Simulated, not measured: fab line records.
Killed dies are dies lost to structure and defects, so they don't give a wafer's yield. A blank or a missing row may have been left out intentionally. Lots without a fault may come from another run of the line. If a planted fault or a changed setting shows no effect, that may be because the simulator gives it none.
fab line records	flow sky130
record: lots: 14	wafers: 42	last_day: 50
route steps=708 shown VIA2@509 METAL3@532
lots with no fault: from the same line, run without faults
start_h: start of the lot's first displayed wafer, in hours after the record's first day	wait_h: hours from the lot's prior step to this one	" unchanged from the row above	L1.1+2: a single row standing in for several wafers	- either no value or no given start	* or withheld: withheld	< > ~ a bound
route shown NAME@n: NAME is a module with steps in the file, n the number in the route of the first one	usual: mean/standard deviation of fault-free wafers	same: alike in all rows	chamber/n: place in a boat	sites: the reading at each site	_std_site: the values' standard deviation	_edge_site: mean of outer sites minus mean of inner sites	radius_mm: how far each site lies from the wafer's centre	mask NAME#n: copy n	behind: tool/chamber where the wafer was last shaped	hold: reason for holding the lot/hours on hold/outcome of the hold	device: the n, p or np transistor that did not switch	end of line: tests of these same wafers at the route's end	a step with no rows: only its recipe	killed: dies that structure and defects cost at the first sort, which is not the same as the wafer's yield	map: dies across one wafer; x = killed, . = not, _ = none there
set.NAME: the setting that was run; set.NAME@STEP: the one run at that earlier step	model.NAME: the simulator's own value behind a step, which no gauge read
steps of the route over a sample of lots; a table a step, a row a wafer
services: a tool's chamber out of use, with start hour (start_h, from the record's first day; less than 0 if before it), hours out, and reason
== steps ==
step: SKY_VIA2_CMP_02
recipe: material: SiO2	down_force_psi: 4	platen_rpm: 60	pad_velocity_m_s: 0.94248
usual: motor_current_A: 12.3/1.7
lot.wafer	tool	chamber	start_h	wait_h	motor_current_A
L641.2	cmp-01	3	814.62	0.1	11.9
L641.5	"	2	"	"	12.4
L641.6	"	3	"	"	12.1
L642.3	cmp-01	0	819.06	0.0	12.1
L642.1	"	1	"	"	10.0
L642.2	"	2	"	"	12.3
L644.1	cmp-02	1	838.08	0.1	13.9
L644.4	"	2	"	"	11.8
L644.3	"	3	"	"	10.5
L646.2	cmp-01	3	855.04	0.0	11.6
L646.3	"	0	"	"	12.0
L646.1	"	1	"	"	10.6
L647.2	cmp-01	2	865.05	0.1	12.6
L647.1	"	3	"	"	12.2
L647.6	"	2	"	"	12.3
L648.1	cmp-01	2	875.98	0.1	12.2
L648.2	"	3	"	"	11.0
L648.5	"	1	"	"	9.3
L649.4	cmp-02	3	897.10	0.1	11.0
L649.1	"	0	"	"	15.6
L649.6	"	2	"	"	11.0
L652.4	cmp-02	1	908.51	0.0	15.1
L652.1	"	3	"	"	11.1
L652.6	"	2	"	"	11.8
L658.1	cmp-01	3	944.95	0.1	11.8
L658.2	"	2	"	"	12.6
L658.5	"	3	"	"	11.6
L660.3	cmp-02	0	962.99	0.0	14.8
L660.4	"	1	"	"	15.1
L660.1	"	3	"	"	11.1
L661.4	cmp-01	3	964.10	0.1	11.4
L661.3	"	0	"	"	12.1
L661.6	"	3	"	"	11.8
L662.2	cmp-02	3	971.63	0.0	10.7
L662.4	"	0	"	"	14.6
L662.5	"	0	"	"	15.6
L663.1	cmp-01	2	979.31	0.1	12.3
L663.3	"	0	"	"	12.2
L663.5	"	3	"	"	11.4
L664.2	cmp-02	0	988.46	0.1	15.4
L664.3	"	1	"	"	15.1
L664.6	"	2	"	"	11.7
step: SKY_VIA2_SPUTTER_20
recipe: material: TiN	target_thk_nm: 20	chamber_pressure_pa: 5	power_w: 4000	time_s: 80
usual: cathode_dc_power_W: 4000.0/0.71	chamber_pressure_pa: 5.000/0.01	throttle_valve_pct: 30.3/1.1
lot.wafer	tool	chamber	start_h	wait_h	cathode_dc_power_W	chamber_pressure_pa	throttle_valve_pct
L641.2	pvd_sputter-03	-	842.71	0.0	4000.7	4.991	29.9
L641.5	"	-	"	"	4000.6	4.994	31.5
L641.6	"	-	"	"	4000.1	5.007	29.8
L642.1	pvd_sputter-01	-	847.01	0.0	4000.2	4.988	30.4
L642.2	"	-	"	"	4000.5	5.011	29.5
L642.3	"	-	"	"	3999.8	5.001	31.4
L644.1	pvd_sputter-03	-	866.44	0.0	4000.4	5.012	30.1
L644.3	"	-	"	"	3999.7	5.011	31.5
L644.4	"	-	"	"	3999.9	5.000	30.1
L646.1	pvd_sputter-01	-	882.46	0.0	4001.0	4.992	31.3
L646.2	"	-	"	"	3999.4	5.010	29.7
L646.3	"	-	"	"	4000.4	4.999	30.2
L647.1	pvd_sputter-03	-	891.82	0.0	4000.3	5.001	31.6
L647.2	"	-	"	"	4000.3	4.989	29.4
L647.6	"	-	"	"	4001.1	4.993	29.3
L648.1	pvd_sputter-03	-	902.61	0.0	4001.5	4.993	29.8
L648.2	"	-	"	"	3999.9	4.987	31.3
L648.5	"	-	"	"	3998.3	4.993	29.8
L649.1	pvd_sputter-01	-	923.17	0.0	4000.1	5.016	30.2
L649.4	"	-	"	"	4000.1	5.005	31.8
L649.6	"	-	"	"	4002.0	4.988	31.8
L652.1	pvd_sputter-04	-	935.17	0.0	4000.3	5.011	28.8
L652.4	"	-	"	"	4001.3	5.012	28.1
L652.6	"	-	"	"	3999.3	5.003	30.4
L658.1	pvd_sputter-04	-	969.62	0.0	4001.0	5.006	31.6
L658.2	"	-	"	"	3999.6	4.994	28.3
L658.5	"	-	"	"	4000.5	5.007	28.1
L660.1	pvd_sputter-03	-	988.26	0.0	4000.0	5.008	30.0
L660.3	"	-	"	"	4000.0	4.994	31.5
L660.4	"	-	"	"	3999.5	4.998	29.9
L661.3	pvd_sputter-01	-	988.96	0.0	4000.3	4.996	29.5
L661.4	"	-	"	"	3999.7	4.993	30.2
L661.6	"	-	"	"	4000.0	5.007	29.7
L662.2	pvd_sputter-01	-	996.39	0.0	3999.2	5.024	29.7
L662.4	"	-	"	"	3999.8	4.985	30.4
L662.5	"	-	"	"	3999.0	5.006	31.8
L663.1	pvd_sputter-04	-	1003.83	0.0	3999.6	5.022	30.7
L663.3	"	-	"	"	4000.9	4.989	28.3
L663.5	"	-	"	"	3999.4	4.979	28.0
L664.2	pvd_sputter-04	-	1012.38	0.0	3999.7	4.994	28.2
L664.3	"	-	"	"	4000.6	4.998	30.3
L664.6	"	-	"	"	4000.7	5.005	28.4
step: SKY_VIA2_CMP_24
recipe: stop_on: SiO2	t_overpolish_s: 20	down_force_psi: 3.5	platen_rpm: 60	target_thk_nm: 0	pad_velocity_m_s: 0.94248
usual: motor_current_A: 11.2/1.6	overpolish_run_s: 19.999/0.0085	time_to_endpoint_s: 100/4
lot.wafer	tool	chamber	start_h	wait_h	motor_current_A	overpolish_run_s	time_to_endpoint_s
L641.2	cmp-02	1	843.18	0.1	14.0	20.008	103
L641.5	"	3	"	"	9.7	19.993	104
L641.6	"	0	"	"	13.6	19.992	102
L642.3	cmp-02	0	847.39	0.0	13.8	20.006	103
L642.1	"	2	"	"	10.4	20.008	104
L642.2	"	3	"	"	9.6	20.005	101
L644.3	cmp-02	1	866.81	0.0	13.7	19.999	103
L644.4	"	2	"	"	10.6	20.000	102
L644.1	"	0	"	"	13.7	19.991	104
L646.1	cmp-02	3	882.84	0.1	10.0	19.991	96
L646.3	"	0	"	"	13.2	20.002	98
L646.2	"	1	"	"	13.6	20.005	98
L647.1	cmp-01	0	892.29	0.1	11.4	20.024	99
L647.2	"	1	"	"	9.1	19.977	105
L647.6	"	3	"	"	10.4	20.010	109
L648.2	cmp-01	3	903.08	0.1	10.9	19.999	107
L648.1	"	0	"	"	10.9	19.990	100
L648.5	"	1	"	"	9.6	20.003	112
L649.4	cmp-02	0	923.65	0.1	13.7	19.990	102
L649.1	"	1	"	"	13.1	19.985	97
L649.6	"	2	"	"	9.9	20.004	100
L652.1	cmp-01	3	935.55	0.1	10.8	19.987	101
L652.4	"	0	"	"	11.1	19.999	98
L652.6	"	3	"	"	10.2	20.007	106
L658.1	cmp-02	2	969.99	0.1	9.7	19.999	98
L658.2	"	0	"	"	13.8	19.996	98
L658.5	"	3	"	"	9.5	20.001	95
L660.4	cmp-01	3	988.69	0.1	10.7	20.001	97
L660.1	"	0	"	"	11.8	19.986	94
L660.3	"	1	"	"	9.1	20.000	100
L661.3	cmp-01	3	989.56	0.3	10.2	19.999	105
L661.4	"	0	"	"	11.2	19.995	97
L661.6	"	3	"	"	10.6	19.993	101
L662.2	cmp-01	1	996.82	0.1	8.9	19.995	98
L662.4	"	2	"	"	11.4	20.004	90
L662.5	"	1	"	"	9.2	19.996	97
L663.3	cmp-01	3	1004.20	0.0	10.6	19.997	100
L663.1	"	0	"	"	11.3	20.003	92
L663.5	"	3	"	"	10.6	19.999	100
L664.3	cmp-02	3	1012.80	0.1	9.2	20.012	103
L664.2	"	1	"	"	13.6	20.006	104
L664.6	"	3	"	"	10.1	19.996	105
step: SKY_METAL3_SPUTTER_00
recipe: material: Ti	target_thk_nm: 15	power_w: 3000	time_s: 10	chamber_pressure_pa: 0.4
usual: cathode_dc_power_W: 3000.0/0.5	chamber_pressure_pa: 0.4000/0.00076	throttle_valve_pct: 30.3/0.9
lot.wafer	tool	chamber	start_h	wait_h	cathode_dc_power_W	chamber_pressure_pa	throttle_valve_pct
L641.2	pvd_sputter-02	-	843.38	0.1	2999.3	0.4007	30.1
L641.5	"	-	"	"	3000.4	0.3993	31.0
L641.6	"	-	"	"	3000.1	0.4004	30.2
L642.1	pvd_sputter-03	-	847.69	0.1	2998.8	0.4009	29.9
L642.2	"	-	"	"	3000.4	0.3999	31.3
L642.3	"	-	"	"	2999.7	0.4011	29.9
L644.1	pvd_sputter-02	-	867.11	0.1	3000.4	0.3996	29.7
L644.3	"	-	"	"	2999.5	0.3979	30.1
L644.4	"	-	"	"	2999.3	0.3998	31.4
L646.1	pvd_sputter-02	-	883.14	0.2	3000.7	0.4000	31.0
L646.2	"	-	"	"	3000.4	0.3999	30.0
L646.3	"	-	"	"	2999.8	0.4013	30.7
L647.1	pvd_sputter-02	-	892.49	0.1	3000.5	0.4009	31.0
L647.2	"	-	"	"	2999.1	0.3996	31.2
L647.6	"	-	"	"	3000.3	0.4010	30.9
L648.1	pvd_sputter-02	-	903.28	0.1	-	-	-
L648.2	"	-	"	"	-	-	-
L648.5	"	-	"	"	-	-	-
L649.1	pvd_sputter-02	-	923.85	0.1	-	-	-
L649.4	"	-	"	"	-	-	-
L649.6	"	-	"	"	-	-	-
L652.1	pvd_sputter-02	-	935.85	0.2	3000.0	0.4005	29.9
L652.4	"	-	"	"	2999.2	0.4006	31.1
L652.6	"	-	"	"	2999.1	0.4001	30.8
L658.1	pvd_sputter-02	-	970.29	0.2	2999.7	0.4003	29.9
L658.2	"	-	"	"	3000.1	0.4008	30.1
L658.5	"	-	"	"	3000.2	0.4010	30.0
L660.1	pvd_sputter-02	-	988.94	0.1	3001.0	0.3998	30.2
L660.3	"	-	"	"	3000.1	0.4009	31.4
L660.4	"	-	"	"	2999.3	0.4002	30.1
L661.3	pvd_sputter-02	-	989.86	0.2	2999.7	0.4015	30.1
L661.4	"	-	"	"	3000.2	0.4004	30.0
L661.6	"	-	"	"	2998.9	0.4011	29.8
L662.2	pvd_sputter-03	-	997.07	0.2	2999.8	0.3997	29.1
L662.4	"	-	"	"	3000.7	0.3998	30.2
L662.5	"	-	"	"	3000.0	0.3994	29.9
L663.1	pvd_sputter-03	-	1004.50	0.2	2999.7	0.4006	31.5
L663.3	"	-	"	"	3000.0	0.4001	29.4
L663.5	"	-	"	"	2999.7	0.4005	31.4
L664.2	pvd_sputter-03	-	1013.05	0.1	3000.3	0.4001	29.7
L664.3	"	-	"	"	3000.2	0.3999	31.5
L664.6	"	-	"	"	3000.3	0.4006	31.6
== services ==
tool	chamber	start_h	hours	kind
pvd_sputter-02	-	792.76	5.5	repair
pvd_sputter-04	-	824.54	15.2	repair
cmp-01	-	836.99	4.8	pm
pvd_sputter-04	-	845.26	5.4	repair
pvd_sputter-04	-	848.16	11.0	repair
pvd_sputter-03	-	856.92	1.0	repair
cmp-01	-	898.71	1.2	repair
pvd_sputter-02	-	906.10	0.5	repair
cmp-01	-	912.20	4.0	pm
pvd_sputter-03	-	916.19	1.5	repair
cmp-01	-	916.20	-	consumable_replace:conditioner
cmp-01	-	916.20	-	consumable_replace:pad
cmp-02	-	916.20	6.6	pm
cmp-01	-	923.05	3.1	repair
pvd_sputter-01	-	935.25	5.0	repair
cmp-01	-	962.90	0.2	repair
cmp-01	-	985.25	2.0	repair
cmp-02	-	988.66	7.7	pm
pvd_sputter-04	-	991.57	2.5	repair
cmp-01	-	1000.42	2.7	repair
== key ==
first_sign: step: SKY_METAL3_SPUTTER_00	reading: tool_record	direction: missing
effect none on later readings
met_at SKY_METAL3_SPUTTER_00
struck_lots L648,L649
later_rows_left_out L648.1,L648.2,L648.5,L649.1,L649.4,L649.6
sort_left_out L648.1,L648.2,L648.5,L649.1,L649.4,L649.6
not_acting_at SKY_VIA2_CMP_02,SKY_VIA2_SPUTTER_20,SKY_VIA2_CMP_24
onset_between 892.49 903.28
fault: kind: skipped_step_whole	tool: pvd_sputter-02	chamber: -	onset_h: 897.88	steps: SKY_METAL3_SPUTTER_00	scope: struck_lots_only
sort_left_out: the simulated sort isn't trusted on such a fault, so these wafers' sort isn't shown, and their yield isn't known
later_rows_left_out: the simulator's readings of these wafers behind a module that went badly wrong aren't trusted and aren't shown, but for the sort
